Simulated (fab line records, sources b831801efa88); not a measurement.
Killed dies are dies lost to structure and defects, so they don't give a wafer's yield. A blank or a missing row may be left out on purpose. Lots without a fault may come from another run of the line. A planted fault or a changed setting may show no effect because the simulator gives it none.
fab line records | flow sky130
record lots=6 wafers=18 last_day=50
route steps=708 shown RES_XHIGH@340 SD_N@342 SD_P@359 PAD_OPEN@708
lots that met no fault: from a run of the same line without faults
start_h: hours from the record's first day to the start of the lot's first wafer shown | wait_h: hours since the lot's step before | " the same as in the row above | L1.1+2: a row that stands for several wafers | - no value, or no start given | * or withheld: withheld | < > ~ a bound
route shown NAME@n: a module of which the file shows steps, and the number in the route of the first | usual: mean/standard deviation of fault-free wafers | same: alike in all rows | chamber/n: place in a boat | sites: the reading at each site | _std_site: their standard deviation | _edge_site: outer sites' mean less inner sites' | radius_mm: how far each site lies from the wafer's centre | mask NAME#n: copy n | behind: the tool/chamber that last shaped the wafer | hold: why the lot was held/for how many hours/how that ended | device: the transistor (n, p or np) that didn't switch | end of line: the same wafers' tests at the end of the route | a step without rows: its recipe alone | killed: dies lost to structure and defects at the first sort, not the wafer's yield | map: a wafer's dies, x killed, . not, _ none there
set.NAME: the setting as run; set.NAME@STEP: as run at that earlier step | model.NAME: the simulator's own value behind a step, which no gauge read
lots at some steps of the route; a table a step, a row a wafer
services: from which hour (start_h, from the record's first day; less than 0 if before it) a tool's chamber was out of use, for how many hours, and why
## steps
# step SKY_RES_XHIGH_STRIP_08
# recipe chemistry=O2/N2 power_w=1400 pressure_mtorr=1500 platen_temp_c=withheld o2_flow_sccm=3000 n2_flow_sccm=300 overash_fraction=0.5
# usual chamber_pressure_mTorr=1499.8/1.3 drypump_motor_current_A=5.7/0.51 o2_flow_sccm=3000/8.3 oes_product_au=0.711/0.0041 strip_time_to_endpoint_s=14.28/0.031
# columns lot.wafer tool chamber start_h wait_h chamber_pressure_mTorr drypump_motor_current_A o2_flow_sccm oes_product_au rf_hours_counter_h strip_time_to_endpoint_s
L424.2 plasma_asher-03 1 639.20 0.1 1499.1 5.9 2985 0.717 96 14.23
L424.5 " 0 " " 1499.2 6.0 2997 0.706 - 14.28
L424.6 " 1 " " 1499.5 5.9 3003 0.701 - 14.27
L428.2 plasma_asher-03 0 671.62 0.1 1499.7 6.1 3001 0.712 99 14.28
L428.5 " 1 " " 1497.0 5.9 3005 0.712 - 14.30
L428.6 " 0 " " 1498.8 6.1 2999 0.710 - 14.25
L429.2 plasma_asher-04 1 683.85 0.1 1499.4 5.3 2996 0.713 51 14.28
L429.4 " 0 " " 1501.1 6.6 2994 0.705 - 14.28
L429.5 " 0 " " 1498.1 6.6 3003 0.714 - 14.28
L438.1 plasma_asher-04 0 754.90 0.1 1500.6 6.6 2996 0.712 59 14.31
L438.4 " 0 " " 1498.4 6.5 3002 0.701 - 14.36
L438.5 " 1 " " 1498.9 5.3 2994 0.709 - 14.35
L444.2 plasma_asher-03 0 792.35 0.1 1500.3 6.0 3002 0.711 5 14.24
L444.4 " 1 " " 1500.6 5.9 3007 0.710 - 14.28
L444.5 " 1 " " 1500.1 5.9 3003 0.711 - 14.27
L445.1 plasma_asher-02 0 803.97 0.1 1499.4 4.9 2998 0.711 37 14.31
L445.5 " 0 " " 1499.2 4.9 3000 0.706 - 14.27
L445.6 " 1 " " 1499.7 5.6 3001 0.712 - 14.30
# step SKY_RES_XHIGH_TW_MEAS_09
# usual RES_XHIGH_TW=1646/21
# columns lot.wafer tool chamber start_h wait_h RES_XHIGH_TW
L424.2 film_metro-02 - 639.31 0.1 1631
L424.5 " - " " 1629
L424.6 " - " " 1618
L428.2 film_metro-04 - 671.73 0.1 1667
L428.5 " - " " 1663
L428.6 " - " " 1662
L429.2 film_metro-04 - 683.96 0.1 1666
L429.4 " - " " 1673
L429.5 " - " " 1660
L438.1 film_metro-04 - 755.00 0.1 1668
L438.4 " - " " 1665
L438.5 " - " " 1668
L444.2 film_metro-02 - 792.50 0.1 1627
L444.4 " - " " 1619
L444.5 " - " " 1621
L445.1 film_metro-02 - 804.07 0.1 1618
L445.5 " - " " 1614
L445.6 " - " " 1615
# step SKY_SD_N_DEHYDRATE_00
# recipe temp_c=200 time_s=60
# step SKY_SD_N_HMDS_01
# recipe prime_time_s=60 prime_temp_c=120
# step SKY_SD_N_COAT_02
# recipe resist=NOVOLAK spin_rpm=3000 resist_thk_nm=1140
# step SKY_SD_N_SOFTBAKE_03
# recipe temp_c=90 time_s=60 resist=NOVOLAK
# step SKY_SD_N_EXPOSE_04
# recipe mask_id=NSDM na=0.6 source_shape=conventional sigma_outer=0.6 polarization=unpolarized target_cd_nm=380 dose_mj=141
# step SKY_SD_N_PEB_05
# recipe temp_c=withheld time_s=* resist=NOVOLAK
# step SKY_SD_N_DEVELOP_06
# recipe resist=NOVOLAK developer=TMAH develop_time_s=60 dev_temp_c=23
# step SKY_SD_N_CD_MEAS_07
# recipe target_cd_nm=380
# usual cd_nm=379.6/2.3
# columns lot.wafer tool chamber start_h wait_h cd_nm
L424.2 cd_sem-01 - 667.97 0.1 374.8
L424.5 " - " " 376.1
L424.6 " - " " 373.5
L428.2 cd_sem-02 - 700.67 0.1 380.6
L428.5 " - " " 380.9
L428.6 " - " " 380.9
L429.2 cd_sem-02 - 711.72 0.1 380.7
L429.4 " - " " 380.4
L429.5 " - " " 378.6
L438.1 cd_sem-01 - 781.27 0.1 379.3
L438.4 " - " " 380.6
L438.5 " - " " 378.9
L444.2 cd_sem-01 - 819.19 0.1 380.0
L444.4 " - " " 375.8
L444.5 " - " " 377.3
L445.1 cd_sem-01 - 829.95 0.1 380.0
L445.5 " - " " 378.3
L445.6 " - " " 377.8
# step SKY_SD_N_OVL_MEAS_08
# usual SD_N_OVL=-0.5/1.2
# columns lot.wafer tool chamber start_h wait_h SD_N_OVL[nm]
L424.2 overlay-02 - 668.08 0.1 -1.3
L424.5 " - " " -1.8
L424.6 " - " " -0.8
L428.2 overlay-01 - 700.78 0.1 0.2
L428.5 " - " " -0.8
L428.6 " - " " -1.1
L429.2 overlay-02 - 711.82 0.1 -1.0
L429.4 " - " " -0.9
L429.5 " - " " 0.7
L438.1 overlay-02 - 781.39 0.1 -0.3
L438.4 " - " " 0.5
L438.5 " - " " -1.2
L444.2 overlay-01 - 819.29 0.1 0.7
L444.4 " - " " 0.1
L444.5 " - " " 0.0
L445.1 overlay-02 - 830.07 0.1 -0.9
L445.5 " - " " 0.0
L445.6 " - " " -2.8
# step SKY_SD_N_IMPLANT_09
# recipe species=As energy_kev=50 dose_cm2=4e+15 tilt_deg=0
# step SKY_SD_N_IMPLANT_10
# recipe species=P energy_kev=20 dose_cm2=1e+14 tilt_deg=0
# usual faraday_current_uA=484/11
# columns lot.wafer tool chamber start_h wait_h faraday_current_uA
L424.2 implanter-02 0 668.28 0.1 474
L424.5 " 0 " " 490
L424.6 " 0 " " 479
L428.2 implanter-04 0 700.98 0.1 497
L428.5 " 0 " " 478
L428.6 " 0 " " 470
L428.2 implanter-04 0 701.30 0.3 479
L428.5 " 0 " " 491
L428.6 " 0 " " 482
L429.2 implanter-02 0 712.03 0.1 484
L429.4 " 0 " " 471
L429.5 " 0 " " 506
L429.2 implanter-02 0 712.34 0.3 479
L429.4 " 0 " " 481
L429.5 " 0 " " 487
L438.1 implanter-02 0 781.57 0.1 479
L438.4 " 0 " " 479
L438.5 " 0 " " 475
L444.2 implanter-04 0 819.50 0.1 492
L444.4 " 0 " " 484
L444.5 " 0 " " 485
L445.1 implanter-04 0 830.25 0.1 466
L445.5 " 0 " " 482
L445.6 " 0 " " 480
# step SKY_SD_N_STRIP_11
# recipe chemistry=O2/N2 power_w=1400 pressure_mtorr=1500 platen_temp_c=withheld o2_flow_sccm=3072 n2_flow_sccm=300 overash_fraction=0.5
# usual chamber_pressure_mTorr=1500.1/1.3 drypump_motor_current_A=5.6/0.5 o2_flow_sccm=3070/8.3 oes_product_au=0.528/0.0045 strip_time_to_endpoint_s=22.51/0.041
# columns lot.wafer tool chamber start_h wait_h chamber_pressure_mTorr drypump_motor_current_A o2_flow_sccm oes_product_au rf_hours_counter_h strip_time_to_endpoint_s
L424.2 plasma_asher-02 0 668.41 0.1 1499.6 4.9 3069 0.520 25 22.58
L424.5 " 1 " " 1500.4 5.5 3065 0.536 - 22.54
L424.6 " 0 " " 1498.3 4.9 3070 0.528 - 22.60
L428.2 plasma_asher-03 0 701.42 0.1 1497.9 6.0 3074 0.526 102 22.49
L428.5 " 1 " " 1500.3 5.9 3066 0.533 - 22.48
L428.6 " 0 " " 1499.4 6.0 3072 0.538 - 22.49
L429.2 plasma_asher-03 1 712.47 0.1 1498.3 5.9 3063 0.523 103 22.63
L429.4 " 1 " " 1501.2 5.9 3065 0.524 - 22.61
L429.5 " 1 " " 1498.9 5.9 3066 0.525 - 22.60
L438.1 plasma_asher-03 0 781.72 0.1 1500.8 6.0 3071 0.526 4 22.48
L438.4 " 1 " " 1499.9 5.9 3079 0.521 - 22.52
L438.5 " 1 " " 1499.7 5.9 3060 0.530 - 22.49
L444.2 plasma_asher-01 1 819.62 0.1 1501.0 6.1 3073 0.532 102 22.45
L444.4 " 1 " " 1501.2 6.1 3071 0.533 - 22.44
L444.5 " 1 " " 1500.7 6.1 3065 0.527 - 22.48
L445.1 plasma_asher-01 1 830.40 0.1 1498.9 6.1 3076 0.528 103 22.58
L445.5 " 0 " " 1499.4 4.9 3074 0.529 - 22.59
L445.6 " 1 " " 1500.0 6.1 3057 0.533 - 22.55
# step SKY_SD_N_TW_MEAS_12
# usual SD_N_TW=4010/45
# columns lot.wafer tool chamber start_h wait_h SD_N_TW
L424.2 film_metro-02 - 668.52 0.1 3913
L424.5 " - " " 3933
L424.6 " - " " 3950
L428.2 film_metro-04 - 701.53 0.1 4057
L428.5 " - " " 4051
L428.6 " - " " 4037
L429.2 film_metro-04 - 712.58 0.1 4037
L429.4 " - " " 4024
L429.5 " - " " 4034
L438.1 film_metro-01 - 781.82 0.1 4019
L438.4 " - " " 4000
L438.5 " - " " 4008
L444.2 film_metro-01 - 819.73 0.1 3982
L444.4 " - " " 3989
L444.5 " - " " 4011
L445.1 film_metro-04 - 830.50 0.1 4046
L445.5 " - " " 4072
L445.6 " - " " 4033
# step SKY_SD_N_CLEAN_13
# recipe chemistry=SC1/SC2 mix=1:4:20 temp_c=70 time_s=150 dry=n2_spin
# step SKY_SD_N_RTA_14
# recipe temp_c=1075 time_s=2 idle_temp_c=650 ramp_up_c_per_s=150 ramp_down_c_per_s=90 ambient=N2
# usual lamp_power_pct=15.73/0.051 ramp_up_c_per_s=150.00/0.027 wafer_temp_C_max=1078.0/1.3
# columns lot.wafer tool chamber start_h wait_h lamp_power_pct ramp_up_c_per_s wafer_temp_C_max
L424.2 rtp_anneal-01 0 668.63 0.0 15.76 150.02 1077.2
L424.5 " 0 " " 15.69 150.01 1078.2
L424.6 " 0 " " 15.72 150.00 1077.9
L428.2 rtp_anneal-01 0 702.03 0.0 15.72 149.99 1077.7
L428.5 " 0 " " 15.73 150.01 1077.6
L428.6 " 0 " " 15.85 149.98 1078.3
L429.2 rtp_anneal-02 0 712.69 0.0 15.75 149.99 1077.3
L429.4 " 0 " " 15.74 150.01 1080.6
L429.5 " 0 " " 15.74 149.96 1079.5
L438.1 rtp_anneal-01 0 781.93 0.0 15.67 149.96 1077.6
L438.4 " 0 " " 15.78 150.01 1079.2
L438.5 " 0 " " 15.73 150.07 1076.4
L444.2 rtp_anneal-01 0 819.85 0.0 15.74 149.99 1077.8
L444.4 " 0 " " 15.67 150.00 1078.8
L444.5 " 0 " " 15.74 150.02 1077.5
L445.1 rtp_anneal-02 0 830.61 0.0 15.76 149.98 1075.6
L445.5 " 0 " " 15.70 149.99 1079.8
L445.6 " 0 " " 15.73 149.99 1076.3
# step SKY_SD_N_RS_MEAS_16
# recipe thk_meas_gauge=four-point-probe
# usual SD_N_RS=68.56/0.17
# columns lot.wafer tool chamber start_h wait_h SD_N_RS[ohm/sq]
L424.2 film_metro-04 - 668.81 0.1 68.78
L424.5 " - " " 68.61
L424.6 " - " " 68.72
L428.2 film_metro-02 - 702.22 0.1 65.81
L428.5 " - " " 65.80
L428.6 " - " " 65.74
L429.2 film_metro-01 - 712.87 0.1 65.67
L429.4 " - " " 65.78
L429.5 " - " " 65.92
L438.1 film_metro-02 - 782.11 0.1 68.48
L438.4 " - " " 68.56
L438.5 " - " " 68.69
L444.2 film_metro-04 - 820.03 0.1 68.69
L444.4 " - " " 68.66
L444.5 " - " " 68.79
L445.1 film_metro-04 - 830.79 0.1 68.68
L445.5 " - " " 68.61
L445.6 " - " " 68.76
# step SKY_SD_N_RS_MEAS_17
# recipe thk_meas_gauge=four-point-probe
# usual SD_P_RS=145.9/0.46
# columns lot.wafer tool chamber start_h wait_h SD_P_RS[ohm/sq]
L424.2 film_metro-04 - 668.93 0.1 145.6
L424.5 " - " " 145.8
L424.6 " - " " 146.2
L428.2 film_metro-02 - 702.40 0.2 145.4
L428.5 " - " " 146.0
L428.6 " - " " 145.9
L429.2 film_metro-01 - 712.99 0.1 146.0
L429.4 " - " " 145.6
L429.5 " - " " 145.7
L438.1 film_metro-02 - 782.23 0.1 145.8
L438.4 " - " " 146.3
L438.5 " - " " 146.4
L444.2 film_metro-04 - 820.15 0.1 146.1
L444.4 " - " " 146.6
L444.5 " - " " 146.6
L445.1 film_metro-04 - 830.91 0.1 146.4
L445.5 " - " " 146.5
L445.6 " - " " 146.5
# step SKY_PAD_OPEN_PROBE_99
# columns lot.wafer tool chamber start_h wait_h model.etest.sonos_uncharged.r_on_ohm_um model.etest.res_ndiff.line_ohm_um model.etest.res_ndiff.rs_ohm_sq model.etest.res_ndiff_hv.rs_ohm_sq
L424.6 prober-01 - 1090.83 0.2 813.7 762.3 118.9 113.5
L428.5 prober-01 - 1115.13 0.2 790.6 753.5 117.4 111
L428.6 prober-01 - 1115.18 0.2 782.5 744.4 118.7 111.4
L429.2 prober-02 - 1118.37 0.1 800.2 759.3 119.3 112.8
L429.4 prober-02 - 1118.47 0.2 810.4 766.1 119.3 113.3
L429.5 prober-02 - 1118.52 0.2 808 761.9 119.4 113.5
L438.1 prober-01 - 1171.53 0.1 816.7 767.9 119.5 114
L438.4 prober-01 - 1171.68 0.2 817 747.1 119 114.1
L438.5 prober-01 - 1171.73 0.2 817 758.5 119.5 112.6
L444.2 prober-01 - 1197.24 0.1 805 781.1 120.1 115
L444.4 prober-01 - 1197.34 0.2 807.8 768.3 120.3 114.3
L444.5 prober-01 - 1197.39 0.2 804.3 784.1 121.4 115.2
L445.6 prober-02 - 1204.21 0.2 804.8 772.6 119.8 113.2
# killed by level:class
L424.6 VIA1:geometric_particle:open=10 FIELD_ISO:geometric_particle:open=7 CONTACT:geometric_particle:open=6 LI_CONTACT:geometric_particle:open=6 METAL1:geometric_particle:short=6 VIA3:geometric_particle:open=6 VIA2:geometric_particle:open=4 FIELD_ISO:geometric_particle:short=3
L429.2 VIA1:geometric_particle:open=11 CONTACT:geometric_particle:open=8 VIA2:geometric_particle:short=8 CONTACT:geometric_particle:short=7 VIA2:geometric_particle:open=6 VIA3:geometric_particle:open=6 LOCAL_INTERCONNECT:geometric_particle:short=5 POLY_GATE:geometric_particle:short=5
L429.4 CONTACT:geometric_particle:open=10 VIA1:geometric_particle:open=10 VIA3:geometric_particle:open=6 LI_CONTACT:geometric_particle:open=5 POLY_GATE:geometric_particle:open=4 LI_CONTACT:geometric_particle:short=4 CONTACT:geometric_particle:short=4 METAL1:geometric_particle:short=4
L429.5 CONTACT:geometric_particle:open=12 VIA1:geometric_particle:open=8 VIA2:geometric_particle:open=7 METAL2:geometric_particle:short=7 METAL1:geometric_particle:short=7 LI_CONTACT:geometric_particle:open=6 VIA3:geometric_particle:open=5 VIA3:geometric_particle:short=4
L438.1 CONTACT:geometric_particle:open=7 LI_CONTACT:geometric_particle:open=7 VIA3:geometric_particle:open=6 METAL2:geometric_particle:short=6 METAL1:geometric_particle:short=5 VIA1:geometric_particle:open=5 FIELD_ISO:geometric_particle:open=4 METAL4:geometric_particle:short=4
L438.4 VIA2:geometric_particle:open=11 VIA1:geometric_particle:open=9 CONTACT:geometric_particle:open=7 METAL1:geometric_particle:short=6 VIA3:geometric_particle:open=5 POLY_GATE:geometric_particle:short=4 LI_CONTACT:geometric_particle:open=4 LOCAL_INTERCONNECT:geometric_particle:short=4
L438.5 VIA1:geometric_particle:open=7 VIA3:geometric_particle:open=7 VIA1:geometric_particle:short=6 VIA2:geometric_particle:open=6 LOCAL_INTERCONNECT:geometric_particle:short=6 METAL2:geometric_particle:short=5 POLY_GATE:geometric_particle:short=4 POLY_GATE:geometric_particle:open=4
L444.2 CONTACT:geometric_particle:open=13 VIA3:geometric_particle:open=11 VIA1:geometric_particle:open=9 METAL2:geometric_particle:short=7 METAL1:geometric_particle:short=7 LI_CONTACT:geometric_particle:open=5 VIA2:geometric_particle:open=5 VIA3:geometric_particle:short=5
L444.4 VIA1:geometric_particle:open=15 CONTACT:geometric_particle:short=9 FIELD_ISO:geometric_particle:short=8 VIA3:geometric_particle:open=8 METAL1:geometric_particle:short=7 VIA2:geometric_particle:open=6 METAL2:geometric_particle:short=5 LI_CONTACT:geometric_particle:open=4
L444.5 CONTACT:geometric_particle:open=13 FIELD_ISO:geometric_particle:open=7 VIA1:geometric_particle:open=7 METAL1:geometric_particle:short=7 LI_CONTACT:geometric_particle:open=7 LOCAL_INTERCONNECT:geometric_particle:short=5 POLY_GATE:geometric_particle:short=4 METAL2:geometric_particle:short=4
L445.6 VIA1:geometric_particle:open=12 CONTACT:geometric_particle:open=11 VIA3:geometric_particle:open=10 LI_CONTACT:geometric_particle:open=8 METAL1:geometric_particle:short=8 VIA1:geometric_particle:short=6 VIA2:geometric_particle:open=5 LI_CONTACT:geometric_particle:short=4
## services
# columns tool chamber start_h hours kind
implanter-02 - 642.17 2.7 pm
plasma_asher-04 - 655.99 3.2 repair
implanter-04 - 667.07 15.7 repair
plasma_asher-02 - 681.87 14.6 pm
plasma_asher-04 - 695.97 2.8 pm
plasma_asher-03 - 733.75 9.0 pm
plasma_asher-03 0 733.75 9.0 vent_cycle
plasma_asher-03 1 733.75 9.0 vent_cycle
plasma_asher-03 0 742.75 - clean
plasma_asher-03 1 742.75 - clean
plasma_asher-01 - 744.25 4.4 repair
rtp_anneal-02 - 762.85 2.6 pm
plasma_asher-04 - 766.47 1.9 repair
plasma_asher-03 - 770.43 4.1 repair
implanter-02 - 795.86 25.8 repair
implanter-02 - 820.43 1.9 repair
## key
first_sign step=SKY_SD_N_IMPLANT_10 reading=visit direction=added
effect step=SKY_SD_N_RS_MEAS_16 reading=SD_N_RS direction=down sigmas=17 usual=68.56 struck=65.79
model_effect step=SKY_PAD_OPEN_PROBE_99 value=etest.sonos_uncharged.r_on_ohm_um without=817.8 struck=798.4
met_at SKY_SD_N_IMPLANT_10
struck_wafers L428.2,L428.5,L428.6,L429.2,L429.4,L429.5
sort_left_out L428.2,L428.5,L428.6
tester_left_out L428,L429
earlier_fault kind=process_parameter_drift tool=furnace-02 chamber=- onset_h=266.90 steps=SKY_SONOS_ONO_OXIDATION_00 channel=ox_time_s offset=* shape=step end_h=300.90 acts_in=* stated=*
fault kind=repeated_step_whole tool=implanter-02,implanter-03,implanter-04 chamber=- onset_h=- steps=SKY_SD_N_IMPLANT_10 times=1 scope=struck_lots_only
# tester_left_out: of these lots the tester's yield and bins aren't shown, on N5 and GAA mostly nor the transistor test; their killed dies are dies lost to structure and defects alone, not to doping, threshold or leakage, so they don't give the yield
# sort_left_out: the simulated sort isn't trusted on such a fault, so these wafers' sort isn't shown, and their yield isn't known
